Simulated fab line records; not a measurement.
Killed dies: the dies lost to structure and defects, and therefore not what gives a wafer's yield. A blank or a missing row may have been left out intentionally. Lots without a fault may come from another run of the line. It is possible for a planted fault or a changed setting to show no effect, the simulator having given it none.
fab line records | flow sky130
record lots=11 wafers=33 last-day=51
route steps=708 shown CONTACT@429 VIA1@474 CAPM@539 PAD_OPEN@708
lots that met no fault: taken from a fault-free run of the same line
start-h: start of the lot's first displayed wafer, in hours after the record's first day | wait-h: how many hours have passed since the lot's step before this one | " as in the row above | L1.1+2: a single row standing in for several wafers | - no value, or no start given | * or withheld: withheld | < > ~ a bound
route shown NAME@n: NAME is a module with steps in the file, n the number in the route of the first one | usual: the fault-free wafers' mean and standard deviation | same: alike in all rows | chamber/n: place in a boat | sites: the reading at each site | _std_site: standard deviation of those values | _edge_site: mean of outer sites minus mean of inner sites | radius-mm: how far each site lies from the wafer's centre | mask NAME#n: copy n | behind: tool/chamber where the wafer was last shaped | hold: why the lot was held/for how many hours/how that ended | device: names the non-switching transistor (n, p or np) | end of line: the tests these same wafers got at the end of their route | for a step that has no rows: nothing shown but its recipe | killed: not the wafer's yield, but the dies lost to structure and defects at the first sort | map: dies across one wafer; x = killed, . = not, _ = none there
set.NAME: the setting the step ran with; set.NAME@STEP: the setting that earlier step ran with | model.NAME: the simulator's own value behind a step, which no gauge read
the route's steps for a sample of lots (tables are steps, rows are wafers)
services: the hour from which a tool's chamber was out of use, counted from the record's first day as start-h (under 0 if before that day), plus the number of hours and why
## steps
# step SKY_CONTACT_SPUTTER_23
# recipe material=TiN target-thk-nm=20 chamber-pressure-pa=5 power-w=4000 time-s=80
# usual throttle-valve-pct=30.1/1
# same time-s=80
# columns lot.wafer tool chamber start-h wait-h throttle-valve-pct
L667.1 pvd-sputter-03 - 768.02 0.0 28.6
L667.3 " - " " 29.8
L667.5 " - " " 28.7
L666.1 pvd-sputter-02 - 768.87 0.0 29.9
L666.4 " - " " 30.1
L666.5 " - " " 29.7
L668.2 pvd-sputter-02 - 779.19 0.0 30.1
L668.5 " - " " 29.3
L668.6 " - " " 30.0
L677.4 pvd-sputter-03 - 838.01 0.0 30.3
L677.5 " - " " 30.4
L677.6 " - " " 29.9
L678.1 pvd-sputter-01 - 860.47 0.0 30.3
L678.3 " - " " 31.8
L678.6 " - " " 29.0
L679.2 pvd-sputter-03 - 860.50 0.0 28.8
L679.4 " - " " 30.3
L679.6 " - " " 29.8
L683.3 pvd-sputter-02 - 884.12 0.0 30.1
L683.5 " - " " 29.7
L683.6 " - " " 29.3
L685.2 pvd-sputter-03 - 897.17 0.0 29.8
L685.3 " - " " 29.0
L685.5 " - " " 31.6
L687.1 pvd-sputter-01 - 917.99 0.0 28.6
L687.3 " - " " 28.7
L687.6 " - " " 28.7
L688.2 pvd-sputter-01 - 919.64 0.0 30.2
L688.5 " - " " 28.8
L688.6 " - " " 31.6
L689.4 pvd-sputter-03 - 924.29 0.0 29.7
L689.5 " - " " 31.7
L689.6 " - " " 28.9
# step SKY_VIA1_STRIP_16
# recipe chemistry=O2/N2 power-w=1400 pressure-mtorr=1500 platen-temp-c=withheld o2-flow-sccm=3000 n2-flow-sccm=300 overash-fraction=0.5
# usual drypump-motor-current-A=5.7/0.44 oes-product-au=0.416/0.0047 strip-time-to-endpoint-s=4.458/0.02
# columns lot.wafer tool chamber start-h wait-h drypump-motor-current-A oes-product-au rf-hours-counter-h strip-time-to-endpoint-s
L667.1 plasma-asher-02 0 824.62 0.0 5.7 0.414 63 4.461
L667.3 " 1 " " 6.3 0.427 - 4.433
L667.5 " 1 " " 6.3 0.416 - 4.450
L666.1 plasma-asher-02 1 825.70 0.0 6.3 0.413 64 4.429
L666.4 " 0 " " 5.7 0.419 - 4.446
L666.5 " 0 " " 5.7 0.417 - 4.473
L668.2 plasma-asher-02 0 835.84 0.0 5.7 0.418 65 4.452
L668.5 " 1 " " 6.3 0.414 - 4.467
L668.6 " 0 " " 5.7 0.413 - 4.456
L677.4 plasma-asher-02 1 894.66 0.1 6.4 0.410 - 4.409
L677.5 " 1 " " 6.3 0.414 - 4.428
L677.6 " 0 " " 5.7 0.411 - 4.435
L678.1 plasma-asher-01 1 914.40 0.0 5.8 0.415 17 4.447
L678.3 " 0 " " 5.0 0.414 - 4.434
L678.6 " 0 " " 5.0 0.423 - 4.452
L679.2 plasma-asher-01 0 915.69 0.0 5.0 0.417 17 4.481
L679.4 " 1 " " 5.7 0.412 - 4.490
L679.6 " 0 " " 5.0 0.413 - 4.498
L683.3 plasma-asher-01 0 938.66 0.1 5.0 0.419 - 4.467
L683.5 " 1 " " 5.7 0.406 - 4.432
L683.6 " 0 " " 5.0 0.417 - 4.448
L685.2 plasma-asher-02 1 951.95 0.0 6.3 0.422 77 4.443
L685.3 " 0 " " 5.7 0.411 - 4.455
L685.5 " 1 " " 6.3 0.419 - 4.430
L687.1 plasma-asher-01 1 971.15 0.0 5.7 0.424 22 4.464
L687.3 " 0 " " 5.0 0.414 - 4.469
L687.6 " 1 " " 5.7 0.413 - 4.464
L688.2 plasma-asher-01 0 973.50 0.0 5.0 0.416 22 4.495
L688.5 " 1 " " 5.7 0.420 - 4.476
L688.6 " 0 " " 5.0 0.410 - 4.464
L689.4 plasma-asher-04 0 978.28 0.1 6.2 0.416 - 4.423
L689.5 " 1 " " 5.7 0.428 - 4.457
L689.6 " 0 " " 6.2 0.411 - 4.450
# step SKY_CAPM_SPUTTER_02
# recipe material=TiN target-thk-nm=200 temp-c=300 power-w=6500 time-s=166.7 chamber-pressure-pa=0.4
# usual throttle-valve-pct=30.2/0.87
# columns lot.wafer tool chamber start-h wait-h throttle-valve-pct
L667.1 pvd-sputter-02 - 882.38 0.1 29.6
L667.3 " - " " 29.5
L667.5 " - " " 29.6
L666.1 pvd-sputter-03 - 882.46 0.1 30.0
L666.4 " - " " 31.6
L666.5 " - " " 28.5
L668.2 pvd-sputter-03 - 894.11 0.0 31.4
L668.5 " - " " 29.9
L668.6 " - " " 28.6
L677.4 pvd-sputter-02 - 950.84 0.0 29.5
L677.5 " - " " 31.3
L677.6 " - " " 30.0
L678.1 pvd-sputter-03 - 969.89 0.1 30.6
L678.3 " - " " 31.9
L678.6 " - " " 31.8
L679.2 pvd-sputter-04 - 970.16 0.0 29.8
L679.4 " - " " 29.8
L679.6 " - " " 29.7
L683.3 pvd-sputter-04 - 992.74 0.0 31.0
L683.5 " - " " 29.8
L683.6 " - " " 31.4
L685.2 pvd-sputter-04 - 1005.72 0.0 29.6
L685.3 " - " " 30.8
L685.5 " - " " 30.7
L687.1 pvd-sputter-02 - 1023.31 0.1 29.7
L687.3 " - " " 31.1
L687.6 " - " " 30.1
L688.2 pvd-sputter-02 - 1025.57 0.0 31.1
L688.5 " - " " 30.2
L688.6 " - " " 31.3
L689.4 pvd-sputter-02 - 1030.73 0.1 30.1
L689.5 " - " " 29.4
L689.6 " - " " 29.9
# step SKY_CAPM_THK_MEAS_04
# recipe thk-meas-gauge=xrf reads=TiN_of_CAPM_SPUTTER_02
# usual CAPM_TIN_THK=201.1/2.3
# columns lot.wafer tool chamber start-h wait-h CAPM_TIN_THK[nm]
L667.1 film-metro-04 - 882.61 0.1 202.1
L667.3 " - " " 203.9
L667.5 " - " " 201.7
L666.1 film-metro-02 - 882.69 0.1 201.1
L666.4 " - " " 197.1
L666.5 " - " " 197.8
L668.2 film-metro-02 - 894.35 0.1 197.5
L668.5 " - " " 201.1
L668.6 " - " " 198.3
L677.4 film-metro-04 - 951.10 0.1 204.9
L677.5 " - " " 210.1
L677.6 " - " " 203.0
L678.1 film-metro-02 - 970.12 0.1 201.0
L678.3 " - " " 201.0
L678.6 " - " " 202.0
L679.2 film-metro-01 - 970.40 0.1 199.9
L679.4 " - " " 199.6
L679.6 " - " " 199.6
L683.3 film-metro-02 - 992.99 0.1 196.2
L683.5 " - " " 196.9
L683.6 " - " " 196.8
L685.2 film-metro-01 - 1005.96 0.1 201.4
L685.3 " - " " 202.9
L685.5 " - " " 201.6
L687.1 film-metro-01 - 1023.54 0.1 197.3
L687.3 " - " " 200.1
L687.6 " - " " 199.2
L688.2 film-metro-01 - 1025.81 0.1 204.7
L688.5 " - " " 200.8
L688.6 " - " " 204.0
L689.4 film-metro-01 - 1030.93 0.1 199.8
L689.5 " - " " 200.9
L689.6 " - " " 201.6
# step SKY_CAPM_OVL_MEAS_12
# usual CAPM_OVL=0.9/1.3
# columns lot.wafer tool chamber start-h wait-h CAPM_OVL[nm]
L667.1 overlay-01 - 908.20 0.1 -0.8
L667.3 " - " " 1.3
L667.5 " - " " 0.2
L666.1 overlay-02 - 908.53 0.1 1.0
L666.4 " - " " 2.0
L666.5 " - " " -0.3
L668.2 overlay-01 - 919.90 0.1 1.0
L668.5 " - " " 0.5
L668.6 " - " " 0.3
L677.4 overlay-02 - 975.75 0.1 3.7
L677.5 " - " " 1.5
L677.6 " - " " 3.2
L678.1 overlay-01 - 994.53 0.1 0.3
L678.3 " - " " 1.4
L678.6 " - " " 1.1
L679.2 overlay-02 - 994.61 0.1 0.8
L679.4 " - " " 2.0
L679.6 " - " " 1.4
L683.3 overlay-02 - 1016.67 0.1 2.3
L683.5 " - " " 1.4
L683.6 " - " " 2.6
L685.2 overlay-01 - 1029.59 0.1 1.1
L685.3 " - " " 1.8
L685.5 " - " " 0.7
L687.1 overlay-02 - 1046.78 0.1 0.3
L687.3 " - " " 0.6
L687.6 " - " " 0.4
L688.2 overlay-02 - 1048.11 0.1 -1.3
L688.5 " - " " -1.7
L688.6 " - " " -1.1
L689.4 overlay-01 - 1053.92 0.1 -0.6
L689.5 " - " " -0.5
L689.6 " - " " 0.2
# step SKY_PAD_OPEN_PROBE_99
# usual defect-limited-yield=82.5/2.2 killed_at_M0_to_M3=43/7.5 killed_at_M4_up=3.2/1.9 killed-at-contacts=24/5.6 killed-at-front-end=15/4.8 killed-at-other=0.2/0.54 killed-dies=86/11 killed-open=47/7.6 killed-short=39/7.1 sort_bin_3_pad_short=0.8/0.36 sort_bin_5_function=10.4/1.6 sort_bin_6_memory=6.3/1.3 sort-n-pass=406/11 sort-yield-pct=82.5/2.2
# same gross-dies=492 killed-at-back-side=0 sort_bin_4_leakage[%]=0 sort_bin_8_speed[%]=0
# columns lot.wafer tool chamber start-h wait-h defect-limited-yield[%] killed_at_M0_to_M3 killed_at_M4_up killed-at-contacts killed-at-front-end killed-at-other killed-dies killed-open killed-short sort_bin_3_pad_short[%] sort_bin_5_function[%] sort_bin_6_memory[%] sort-n-pass sort-yield-pct[%]
L677.4 prober-01 - 1161.36 0.2 83.1 37 4 27 15 0 83 50 33 0.4 8.7 7.7 409 83.1
L677.5 prober-01 - 1161.41 0.2 85.0 39 3 16 16 0 74 47 27 1.0 8.5 5.5 418 85.0
L677.6 prober-01 - 1161.46 0.2 84.3 28 2 32 15 0 77 45 32 0.6 10.4 4.7 415 84.3
# killed by level:class
L677.4 LI_CONTACT:geometric-particle:open=10 VIA1:geometric-particle:open=9 VIA2:geometric-particle:open=7 CONTACT:geometric-particle:open=7 VIA3:geometric-particle:open=7 FIELD_ISO:geometric-particle:short=6 METAL1:geometric-particle:short=6 METAL4:geometric-particle:short=4
L677.5 VIA1:geometric-particle:open=19 POLY_GATE:geometric-particle:open=7 VIA2:geometric-particle:open=6 CONTACT:geometric-particle:open=5 CONTACT:geometric-particle:short=4 METAL1:geometric-particle:short=4 LOCAL_INTERCONNECT:geometric-particle:short=3 VIA2:geometric-particle:short=3
L677.6 CONTACT:geometric-particle:open=12 CONTACT:geometric-particle:short=6 LI_CONTACT:geometric-particle:open=6 FIELD_ISO:geometric-particle:open=5 POLY_GATE:geometric-particle:short=5 POLY_GATE:geometric-particle:open=4 LI_CONTACT:geometric-particle:short=4 METAL1:geometric-particle:short=4
## services
# columns tool chamber start-h hours kind
plasma-asher-04 - 749.94 14.6 pm
pvd-sputter-01 - 776.04 2.4 repair
plasma-asher-02 - 802.50 4.5 repair
pvd-sputter-02 - 806.11 0.5 repair
pvd-sputter-04 2 847.96 - consumable-replace:kit
pvd-sputter-04 2 847.96 18.0 scheduled-down
pvd-sputter-04 2 847.96 18.0 vent-cycle
pvd-sputter-03 - 853.55 1.8 repair
plasma-asher-02 - 882.30 0.4 repair
plasma-asher-01 - 894.47 7.6 repair
pvd-sputter-03 0 897.23 - consumable-replace:kit
pvd-sputter-03 0 897.23 18.0 scheduled-down
pvd-sputter-03 0 897.23 18.0 vent-cycle
pvd-sputter-02 - 900.47 3.7 repair
pvd-sputter-02 - 903.01 5.2 repair
pvd-sputter-02 - 927.52 1.5 repair
pvd-sputter-03 - 950.54 4.1 repair
plasma-asher-02 - 953.58 6.3 repair
plasma-asher-01 - 964.30 4.3 pm
pvd-sputter-02 - 966.98 1.5 repair
pvd-sputter-01 - 1018.39 15.8 repair
pvd-sputter-02 1 1027.06 - consumable-replace:kit
pvd-sputter-02 1 1027.06 18.0 scheduled-down
pvd-sputter-02 1 1027.06 18.0 vent-cycle
## key
first-sign step=SKY_CAPM_THK_MEAS_04 reading=CAPM_TIN_THK direction=up sigmas=3.9 usual=201.1 struck=210.1
effect none on later readings
met-at SKY_CAPM_SPUTTER_02
struck-lots L677
struck-wafers L677.5
not-acting-at SKY_CONTACT_SPUTTER_23,SKY_VIA1_STRIP_16,SKY_CAPM_OVL_MEAS_12
fault kind=process-parameter-drift tool=pvd-sputter-02 chamber=- onset-h=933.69 steps=SKY_CAPM_SPUTTER_02 channel=time-s offset=* shape=step end-h=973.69 acts-in=* stated=* scope=struck-wafers-only
